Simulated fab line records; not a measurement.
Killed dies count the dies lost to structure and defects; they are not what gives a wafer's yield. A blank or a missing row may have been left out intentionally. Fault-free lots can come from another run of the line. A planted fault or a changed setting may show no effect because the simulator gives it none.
Which of the tools did it? -- flow gf180mcu -- Sampling: 11 lots, 33 wafers, 3 of 602 route steps

== WHAT EACH GAUGE READ, for each wafer ==
GF_NWELL_TW_MEAS_11. Usual: NWELL_TW gives 1582 (standard deviation 11).
lot,measured,on,NWELL_TW,flag
L719,day 3 08:24,film metro-02,1573 1583 1580,
L720,day 3 14:03,film metro-01,1591 1580 1580,
L721,day 3 18:25,film metro-02,1574 1566 1569,
L722,day 4 00:23,film metro-04,1585 1594 1592,
L723,day 4 06:13,film metro-02,1572 1576 1576,
L726,day 4 22:27,film metro-01,1587 1580 1590,
L731,day 6 05:20,film metro-01,1587 1577 1576,
L732,day 6 07:44,film metro-02,1568 1576 1568,
L738,day 7 14:59,film metro-01,1579 1576 1568,
L740,day 8 01:37,film metro-01,1574 1578 1569,
L741,day 8 08:49,film metro-04,1592 1595 1593,

GF_MVPSD_OVL_MEAS_07. Usual: MVPSD_OVL gives -0.6 nm (standard deviation 1.2).
lot,measured,on,MVPSD_OVL (nm),flag
L719,day 5 02:28,overlay-02,0.2 1.0 -1.5,
L720,day 5 07:54,overlay-02,-1.8 -2.5 0.2,
L721,day 5 13:07,overlay-02,-0.5 -0.6 1.2,
L722,day 5 18:25,overlay-02,1.1 0.0 -1.7,
L723,day 6 01:45,overlay-01,-0.1 -2.1 -1.2,
L726,day 6 18:37,overlay-02,-0.8 -1.2 -0.5,
L731,day 8 05:08,overlay-01,0.2 0.6 0.7,
L732,day 8 06:23,overlay-02,-0.6 -2.0 -2.7,
L738,day 9 17:53,overlay-01,1.3 0.5 0.4,
L740,day 10 05:09,overlay-02,-0.5 -1.0 -0.8,
L741,day 10 11:39,overlay-02,0.4 -0.3 -0.6,

== WHICH TOOL RAN EACH LOT (tool, then ch and the chambers of the sampled wafers, then the start) ==
lot,GF_MVSD_EXPOSE_04
L719,"iline stepper-02 ch 0, day 4 04:42"
L720,"iline stepper-02 ch 0, day 4 10:48"
L721,"iline stepper-02 ch 0, day 4 15:18"
L722,"iline stepper-01 ch 0, day 4 21:19"
L723,"iline stepper-01 ch 0, day 5 03:50"
L726,"iline stepper-01 ch 0, day 5 20:07"
L731,"iline stepper-02 ch 0, day 7 04:59"
L732,"iline stepper-02 ch 0, day 7 06:21"
L738,"iline stepper-01 ch 0, day 8 16:14"
L740,"iline stepper-01 ch 0, day 9 02:20"
L741,"iline stepper-01 ch 0, day 9 09:45"
- GF_MVSD_EXPOSE_04: exposes mask MVSD, target cd 1000 nm.

== AS READ BY THE TOOLS THEMSELVES (means over the sampled wafers that have a number; for cases with no such wafer, the mark the record gives instead) ==
GF_MVSD_EXPOSE_04. Usual: 259.95 for exposure dose mJ cm2, sd 0.27.
lot,tool,exposure dose mJ cm2,flag
L719,iline stepper-02,259.98,
L720,iline stepper-02,259.76,
L721,iline stepper-02,259.54,
L722,iline stepper-01,259.58,
L723,iline stepper-01,259.79,
L726,iline stepper-01,259.86,
L731,iline stepper-02,244.51,OFF
L732,iline stepper-02,244.68,OFF
L738,iline stepper-01,259.78,
L740,iline stepper-01,260.06,
L741,iline stepper-01,260.15,

== THE ANSWER, worked out from the rows above alone ==
Rule: a lot is off if the mean of its wafers that have a number lies more than 3 standard deviations from the usual mean. Also off: a lot with no number at a reading for which 4 or more lots have one. All remaining lots with rows at the step are treated as sound. First the gauges in route order, then the tools' own readings, where a lot's mean is used as printed above. The first step at which some lot is off is used, and at that step the reading that is off furthest; a lot without a number counts as furthest.
Off: L731, L732 (GF_MVSD_EXPOSE_04, exposure dose mJ cm2).
If a tool, at that step or one of the process steps before it, ran each lot that is off and ran no sound lot following the first of them, it fits. One candidate fits, namely iline stepper-02 at GF_MVSD_EXPOSE_04. A fault onset in the window from L721 (day 4 15:18, its last sound lot) to L731 (day 7 04:59, its first lot off) fits.
The tool's own readings at GF_MVSD_EXPOSE_04 bear it out: on the lots that are off they differ by more than 5 times the standard deviation of the sound lots' means. exposure dose mJ cm2 reads 244.59 there against 259.83 on the sound lots.

== WHAT WAS PUT IN BY THE SIMULATOR ==
Process parameter drift: iline stepper-02, from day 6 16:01 on, at GF_MVSD_EXPOSE_04. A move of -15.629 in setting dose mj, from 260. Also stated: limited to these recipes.
Shown lots that were struck: L731, L732. The same result came from the rule above.
